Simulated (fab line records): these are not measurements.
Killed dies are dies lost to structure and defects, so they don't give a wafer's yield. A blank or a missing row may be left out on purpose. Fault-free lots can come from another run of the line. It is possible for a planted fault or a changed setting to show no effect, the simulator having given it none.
8D (eight disciplines) problem report, filled in by code ; flow gf180mcu ; the parts of the form that need people (team, actions taken, sign-off) are left out

== 1. WHAT WENT WRONG ==
PASSIVATION_CVD_00_THK at GF_PASSIVATION_THK_MEAS_01 reads a mean of 908 nm on 2 wafers of 2 lots; wafers without a fault read 1001 nm with a standard deviation of 13. Measured from the usual mean, that is -7.2 standard deviations.
The first sign was on wafer L479.3 at day 31 12:58, on film-metro-02. Wafers with a number at this step in the record: 36, from 12 lots. Rule for "out" (also "out of limits"): further than 4 standard deviations from the usual mean. Any other wafer with a number is counted as sound.

== 2. WHAT IT IS; WHAT IT IS NOT ==
question;is;is not
which readings at this step;PASSIVATION_CVD_00_THK;-
which lots;L479, L481;L469, L473, L482, L483, L484, L486, L487, L489, L490, L491
which wafers of those lots;L479.3, L481.4;L479.1, L479.6, L481.1, L481.3
read on which gauges;film-metro-02, film-metro-03;film-metro-01
when;from day 31 12:58;"up to then (8 sound wafers); but 26 sound wafers of L481, L482, L483, L484, L486, L487, L489, L490, L491 came after"

== 3. WHAT RULES OUT EACH SUSPECT ==
Counting: if a tool at a process step up to the reading ran every lot that is out, it stays a suspect. Sound lots after the first of them don't rule it out here, since some wafers of a struck lot are sound.
- the gauge at GF_PASSIVATION_THK_MEAS_01 is ruled out. 2 gauges (film-metro-02, film-metro-03) read the wafers that are out.
- pvd-sputter-01 at GF_V4_SPUTTER_22 (material TiN, target thk 10 nm, time 40 s): kept. It ran every lot that is out, first L479 (day 28 05:23).
- pecvd-04 at GF_PASSIVATION_CVD_00 (deposits SiO2 from TEOS, target thk 1000 nm, time 111.95 s): kept. It processed each lot that is out (first: L479, day 31 12:53); up to then, its last sound lot is L473 (day 29 16:22).
- Within pecvd-04 at GF_PASSIVATION_CVD_00: the wafers that are out ran in chamber 2; their sound lot-mates ran in chambers 0, 1.
What counting leaves: pvd-sputter-01 at GF_V4_SPUTTER_22 and pecvd-04 at GF_PASSIVATION_CVD_00.

== 4. THE CAUSE (what the simulator had put in) ==
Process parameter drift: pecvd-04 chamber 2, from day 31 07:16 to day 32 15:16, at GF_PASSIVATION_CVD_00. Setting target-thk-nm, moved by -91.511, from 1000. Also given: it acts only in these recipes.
2 suspects survive the count, and this tool is in that group.

== 5. THE EFFECT CHAIN, in route order ==
One row per reading whose mean, taken over the struck wafers that have a number, lies over 3 standard deviations from the usual. Only readings whose record carries a usual standard deviation are examined. hours: median over the lots of the time between each lot's start at the first step of this table that gives one and its start at this step. sigmas: the change, counted in usual standard deviations.
hours;step;reading;usual;on struck wafers;change;sigmas
0;GF_PASSIVATION_THK_MEAS_01;PASSIVATION_CVD_00_THK;1001 nm;908;-93;-7.2

== 6. HOW IT WOULD HAVE BEEN CAUGHT EARLIER ==
6 hours passed between the start of the fault at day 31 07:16 and the first reading out of limits at a measuring or inspecting step in this record, taken at day 31 12:58.
An alarm limit of 4 standard deviations would not have fired on the tool readings at GF_PASSIVATION_CVD_00 for which the record gives a usual standard deviation, since none of them was out on any struck wafer.
L481, from the lots that are out (2), started GF_PASSIVATION_CVD_00 on pecvd-04 later than day 31 12:58. Holding the tool at that time would have saved it.
